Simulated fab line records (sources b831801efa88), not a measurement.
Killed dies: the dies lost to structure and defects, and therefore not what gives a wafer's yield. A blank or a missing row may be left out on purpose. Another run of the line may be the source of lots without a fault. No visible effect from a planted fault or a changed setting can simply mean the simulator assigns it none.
A lot that was struck, set against a sound lot || flow gf180mcu || 16 steps out of a route of 602
Sound: wafers L657.1, L657.2, L657.4. Struck: wafers L659.3, L659.4, L659.5. At the end, the cause is stated.
Each step with rows lists, per side, the tool, then ch with its chambers, then its first start. Under that, the readings that differ: sound wafers || struck wafers || difference of the means || sigmas: that difference in standard deviations of wafers without a fault.
alike: readings with means less than 2 such deviations apart, plus words and numbers identical on both sides. not compared: withheld readings, readings lacking a value on some wafer, bounds such as >300 that could conceal the same value, and numbers that have no deviation in the record and whose values overlap.
Wherever a step has rows on one side only, a row that says differs or no value, or a row with sigmas, the two part there. Non-overlapping numbers with no deviation appear without sigmas and do not part them. A reading missing from all wafers of one side parts the sides only when that side holds two or more wafers.

GF_V5_CMP_04: polishes SiO2.
  sound on cmp-02 ch 0,1,2, day 31 07:06; struck on cmp-02 ch 1,2,3, day 31 18:32
  alike: motor_current_A, platen_rpm
GF_V5_BOW_MEAS_05:
  sound on film_metro-01 at day 31 07:24; struck on film_metro-02 at day 31 18:53
  alike: V5_BOW
then, 8 steps without rows for these wafers: GF_V5_DEHYDRATE_06 (time 60 s); GF_V5_HMDS_07 (prime time 60 s); GF_V5_COAT_08; GF_V5_COAT_09 (resist thk 1000 nm); GF_V5_SOFTBAKE_10 (time 60 s); GF_V5_EXPOSE_11 (exposes mask Via5, target cd 260 nm); GF_V5_PEB_12 (peb time 90 s); GF_V5_DEVELOP_13 (develop time 60 s).
GF_V5_CD_MEAS_14: target cd 260 nm.
  sound on cd_sem-01 at day 32 00:47; struck on cd_sem-02 at day 32 11:54
  alike: cd_nm
GF_V5_OVL_MEAS_15:
  sound on overlay-01 at day 32 00:54; struck on overlay-02 at day 32 11:59
  alike: V5_OVL
GF_V5_ETCH_16: etches BARC in N2/H2.
  sound on rie_diel-03 ch 0,1,2, day 32 00:56; struck on rie_diel-03 ch 0,3, day 32 12:01
  no value came back on the struck wafers for any of 5 readings (bias_w (W), chamber_pressure_mTorr (mTorr) and others); on the sound wafers bias_w (W) reads 100.0 100.4 100.7
GF_V5_ETCH_17: etches SiO2 in C4F8/O2/Ar, stops on TiN, target depth 855 nm.
  sound on rie_diel-03 ch 0,1,2; struck on rie_diel-03 ch 0,3
{"reading": "oes_product_au (a.u.)", "sound": "0.861 0.867 0.861", "struck": "0.374 0.372 0.378", "difference": -0.488, "sigmas": "-99 or more"}
  alike: bias_w, chamber_pressure_mTorr
GF_V5_STRIP_18: strips in O2/N2.
  sound on plasma_asher-01 ch 0,1, day 32 01:05; struck on plasma_asher-03 ch 0,1, day 32 12:58
{"reading": "oes_product_au (a.u.)", "sound": "0.572 0.560 0.567", "struck": "0.590 0.596 0.583", "difference": "+0.023", "sigmas": "+5"}
  alike: chamber_pressure_mTorr, drypump_motor_current_A, heater_power_w, platen_temp_c
  not compared: rf_hours_counter_h
then, 1 step without rows for these wafers: GF_V5_STRIP_19 (strips in post etch residue remover, time 1200 s).

WHERE THEY PART
Earliest at GF_V5_ETCH_16; latest, in this record, at GF_V5_STRIP_18.

WHY: whatever the simulator had introduced
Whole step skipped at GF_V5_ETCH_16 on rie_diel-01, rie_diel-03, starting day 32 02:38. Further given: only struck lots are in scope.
